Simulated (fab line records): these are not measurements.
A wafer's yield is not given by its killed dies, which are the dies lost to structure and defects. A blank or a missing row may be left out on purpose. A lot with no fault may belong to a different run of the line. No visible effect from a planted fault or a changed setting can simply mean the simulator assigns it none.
Which tool was responsible? + flow sky130 + 36 wafers sampled from 12 lots at 1 step of a route of 708

== WHAT EACH GAUGE READ, for each wafer ==
SKY_VIA3_RS_MEAS_22: uses a four-point probe to measure.
| lot  | measured     | on            | VIA3_W_RS (ohm/sq) |
|------|--------------|---------------|--------------------|
| L075 | day 39 17:22 | film_metro-03 | 0.291 0.293 0.292  |
| L077 | day 40 17:56 | film_metro-04 | 0.289 0.290 0.289  |
| L079 | day 41 07:10 | film_metro-03 | 0.296 0.298 0.300  |
| L081 | day 41 23:06 | film_metro-03 | 0.299 0.301 0.300  |
| L083 | day 42 11:28 | film_metro-04 | 0.299 0.297 0.296  |
| L086 | day 43 04:44 | film_metro-03 | 0.291 0.295 0.295  |
| L087 | day 43 11:55 | film_metro-03 | 0.293 0.294 0.299  |
| L089 | day 43 23:30 | film_metro-04 | 0.299 0.295 0.295  |
| L091 | day 44 14:32 | film_metro-03 | 0.299 0.295 0.295  |
| L093 | day 45 02:53 | film_metro-04 | 0.296 0.292 0.294  |
| L095 | day 45 10:57 | film_metro-04 | 0.299 0.291 0.294  |
| L097 | day 46 00:10 | film_metro-03 | 0.295 0.298 0.293  |

== EACH LOT AND THE TOOL THAT RAN IT (in order: tool; ch and the chambers of the sampled wafers; start) ==
There is no process step in the record ahead of these readings.

== THE ANSWER, worked out from the rows above alone ==
Rule: the lots themselves supply what counts as usual. Put in order of their means at a reading, lots are off if they are a third of the lots or fewer, leave a main group of 4 or more, and stand apart from it by a gap of 3 or more times the standard deviation of the main group's means; of several such gaps the widest counts. A main group is skipped when, at the precision printed for the reading in the tables above, its means are all equal. Also off: a lot with no number at a reading for which 4 or more lots have one. All remaining lots with rows at the step are treated as sound.
No lot is off at any reading shown: from this, nothing can be told.

== WHAT THE SIMULATOR PUT IN ==
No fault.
